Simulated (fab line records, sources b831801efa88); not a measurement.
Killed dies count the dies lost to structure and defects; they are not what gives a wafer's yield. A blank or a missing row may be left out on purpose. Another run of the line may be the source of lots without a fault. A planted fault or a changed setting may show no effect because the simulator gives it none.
Which tool is to blame? + flow gf180mcu + 14 lots, 42 wafers sampled, at 5 steps of a route of 602

WHAT EACH GAUGE READ, for each wafer
GF_DUAL_GATE_OVL_MEAS_11.
| lot  | measured     | on         | DUAL_GATE_OVL (nm) |
|------|--------------|------------|--------------------|
| L637 | day 8 06:04  | overlay-01 | -0.4 -1.1 0.0      |
| L638 | day 8 13:40  | overlay-01 | 0.2 -3.8 0.9       |
| L641 | day 9 11:04  | overlay-02 | 0.7 -0.6 -1.5      |
| L644 | day 10 05:03 | overlay-02 | -1.0 -1.2 1.5      |
| L645 | day 10 13:29 | overlay-01 | 1.1 1.4 0.3        |
| L646 | day 10 22:07 | overlay-01 | 0.9 0.2 -0.5       |
| L650 | day 12 01:39 | overlay-01 | 0.6 0.5 -0.5       |
| L652 | day 12 18:56 | overlay-01 | 0.6 2.7 0.5        |
| L653 | day 13 02:46 | overlay-01 | 2.1 2.3 1.0        |
| L654 | day 13 07:19 | overlay-01 | 0.9 -0.1 -0.2      |
| L655 | day 13 11:58 | overlay-02 | -0.7 -0.2 -0.2     |
| L657 | day 14 07:14 | overlay-01 | -0.9 -1.6 -1.7     |
| L659 | day 14 15:40 | overlay-02 | 0.3 -2.3 -0.2      |
| L660 | day 14 23:15 | overlay-01 | 1.6 0.6 0.9        |

GF_PSD_CD_MEAS_07 targets a cd of 400 nm.
| lot  | measured     | on        | cd-nm (nm)                          |
|------|--------------|-----------|-------------------------------------|
| L637 | day 14 00:08 | cd-sem-01 | 400.5 401.7 401.0                   |
| L638 | day 14 12:18 | cd-sem-02 | 398.1 396.6 398.8                   |
| L641 | day 15 14:10 | cd-sem-02 | 398.7 400.4 401.2                   |
| L644 | day 16 14:52 | cd-sem-01 | 402.4 400.5 400.2                   |
| L645 | day 16 22:44 | cd-sem-01 | 393.5 393.0 389.4 393.6 392.9 389.6 |
| L646 | day 17 10:07 | cd-sem-01 | 390.4 389.1 387.9 390.4 388.9 387.9 |
| L650 | day 18 19:22 | cd-sem-02 | 402.1 400.4 401.5                   |
| L652 | day 19 19:14 | cd-sem-01 | 400.5 401.5 402.9                   |
| L653 | day 20 01:43 | cd-sem-01 | 400.8 399.7 399.1                   |
| L654 | day 20 08:54 | cd-sem-02 | 399.5 400.6 401.1                   |
| L655 | day 20 12:00 | cd-sem-02 | 401.3 401.4 400.3                   |
| L657 | day 21 08:40 | cd-sem-02 | 400.9 398.2 399.0                   |
| L659 | day 21 22:29 | cd-sem-01 | 400.3 397.7 399.4                   |
| L660 | day 22 06:51 | cd-sem-01 | 401.0 400.6 402.1                   |

GF_M1_OVL_MEAS_15.
| lot  | measured     | on         | M1_OVL (nm) |
|------|--------------|------------|-------------|
| L637 | day 16 20:35 | overlay-02 | -13 -6 -9   |
| L638 | day 17 09:29 | overlay-01 | -10 7 -2    |
| L641 | day 18 15:11 | overlay-02 | -6 -10 0    |
| L644 | day 19 18:14 | overlay-01 | -6 -3 -3    |
| L645 | day 20 00:01 | overlay-02 | -7 -3 -6    |
| L646 | day 20 11:55 | overlay-01 | -10 -4 4    |
| L650 | day 21 22:48 | overlay-02 | -16 -11 -12 |
| L652 | day 22 21:51 | overlay-01 | 3 -9 -2     |
| L653 | day 23 05:28 | overlay-01 | -6 -7 -8    |
| L654 | day 23 10:55 | overlay-02 | -4 5 0      |
| L655 | day 23 13:31 | overlay-02 | -14 -7 1    |
| L657 | day 24 08:52 | overlay-02 | -6 -4 -2    |
| L659 | day 24 22:47 | overlay-02 | -9 -4 -15   |
| L660 | day 25 06:32 | overlay-02 | 4 1 2       |

EACH LOT AND THE TOOL THAT RAN IT (in order: tool; ch and the chambers of the sampled wafers; start)
| lot  | GF_PSD_DEVELOP_06                 | GF_CONTACT_CMP_27             |
|------|-----------------------------------|-------------------------------|
| L637 | litho-track-03 ch 0, day 13 23:59 | cmp-02 ch 0,3, day 15 21:55   |
| L638 | litho-track-02 ch 0, day 14 12:10 | cmp-02 ch 1,2,3, day 16 10:23 |
| L641 | litho-track-03 ch 0, day 15 14:01 | cmp-02 ch 0,2,3, day 17 15:12 |
| L644 | litho-track-02 ch 0, day 16 14:43 | cmp-02 ch 0,1, day 18 17:11   |
| L645 | litho-track-03 ch 0, day 16 22:35 | cmp-01 ch 0,1,3, day 18 23:35 |
| L646 | litho-track-03 ch 0, day 17 09:58 | cmp-02 ch 0,1,3, day 19 12:12 |
| L650 | litho-track-04 ch 0, day 18 19:13 | cmp-01 ch 0,1,2, day 20 22:24 |
| L652 | litho-track-03 ch 0, day 19 19:05 | cmp-01 ch 0,2, day 21 22:25   |
| L653 | litho-track-03 ch 0, day 20 01:34 | cmp-02 ch 1,3, day 22 05:34   |
| L654 | litho-track-04 ch 0, day 20 08:45 | cmp-02 ch 0,2,3, day 22 11:41 |
| L655 | litho-track-04 ch 0, day 20 11:51 | cmp-01 ch 1,2,3, day 22 14:09 |
| L657 | litho-track-02 ch 0, day 21 08:31 | cmp-02 ch 1,3, day 23 09:53   |
| L659 | litho-track-02 ch 0, day 21 22:20 | cmp-01 ch 0,1,3, day 23 23:45 |
| L660 | litho-track-04 ch 0, day 22 06:42 | cmp-01 ch 1,3, day 24 07:51   |
- GF_PSD_DEVELOP_06: develop time 60 s.
- GF_CONTACT_CMP_27: polishes, stops on SiO2, t overpolish 15 s, target thk 0 nm.

AS READ BY THE TOOLS THEMSELVES (means over the sampled wafers that have a number; for cases with no such wafer, the mark the record gives instead)
GF_PSD_DEVELOP_06.
| lot  | tool           | developer-temp-C (C) |
|------|----------------|----------------------|
| L637 | litho-track-03 | 23.06                |
| L638 | litho-track-02 | 22.96                |
| L641 | litho-track-03 | 22.93                |
| L644 | litho-track-02 | 22.91                |
| L645 | litho-track-03 | 25.49                |
| L646 | litho-track-03 | 25.29                |
| L650 | litho-track-04 | 22.96                |
| L652 | litho-track-03 | 22.91                |
| L653 | litho-track-03 | 22.98                |
| L654 | litho-track-04 | 23.05                |
| L655 | litho-track-04 | 23.03                |
| L657 | litho-track-02 | 23.03                |
| L659 | litho-track-02 | 22.83                |
| L660 | litho-track-04 | 23.03                |

GF_CONTACT_CMP_27.
| lot  | tool   | motor-current-A (A) | overpolish-run-s (s) | time-to-endpoint-s (s) |
|------|--------|---------------------|----------------------|------------------------|
| L637 | cmp-02 | 12.0                | 15.007               | 69                     |
| L638 | cmp-02 | 11.6                | 15.002               | 71                     |
| L641 | cmp-02 | 11.4                | 15.002               | 70                     |
| L644 | cmp-02 | 10.9                | 14.997               | 69                     |
| L645 | cmp-01 | 10.8                | 14.993               | 73                     |
| L646 | cmp-02 | 11.3                | 15.010               | 70                     |
| L650 | cmp-01 | 10.9                | 14.998               | 76                     |
| L652 | cmp-01 | 12.3                | 15.000               | 73                     |
| L653 | cmp-02 | 11.4                | 14.994               | 71                     |
| L654 | cmp-02 | 11.5                | 15.005               | 68                     |
| L655 | cmp-01 | 10.9                | 15.004               | 73                     |
| L657 | cmp-02 | 12.6                | 15.002               | 71                     |
| L659 | cmp-01 | 10.9                | 15.001               | 72                     |
| L660 | cmp-01 | 10.6                | 14.995               | 70                     |

THE ANSWER, worked out from the rows above alone
Rule: the lots themselves supply what counts as usual. The widest of any qualifying gaps counts: lots, ordered by their means at a reading, are off when they make up no more than a third of the lots, leave a main group of 4 or more, and stand apart from it by 3 or more times the standard deviation of that group's means. A main group whose means are all the same, to the digits that the tables above print for the reading, isn't used. A lot without any number at a reading at which 4 lots or more have one is off too. All remaining lots with rows at the step are treated as sound. The gauges are gone through in route order, then the tools' own readings, and for those a lot's mean is taken as printed above. At the first step where some lot is off, the reading lying furthest off is the one used; lots without a number count as furthest.
Off: L645, L646, at GF_PSD_CD_MEAS_07 (cd-nm). Main group: mean 400.3 nm, sd 1.1.
If a tool, at a process step before that reading, ran all the lots that are off and no sound lot after the first of them, it fits. Not tried: the gauges at GF_PSD_CD_MEAS_07; whatever is off there is also off at GF_PSD_DEVELOP_06, on other tools, and gauge error can't account for it. None of those tried fits.

WHAT THE SIMULATOR PUT IN
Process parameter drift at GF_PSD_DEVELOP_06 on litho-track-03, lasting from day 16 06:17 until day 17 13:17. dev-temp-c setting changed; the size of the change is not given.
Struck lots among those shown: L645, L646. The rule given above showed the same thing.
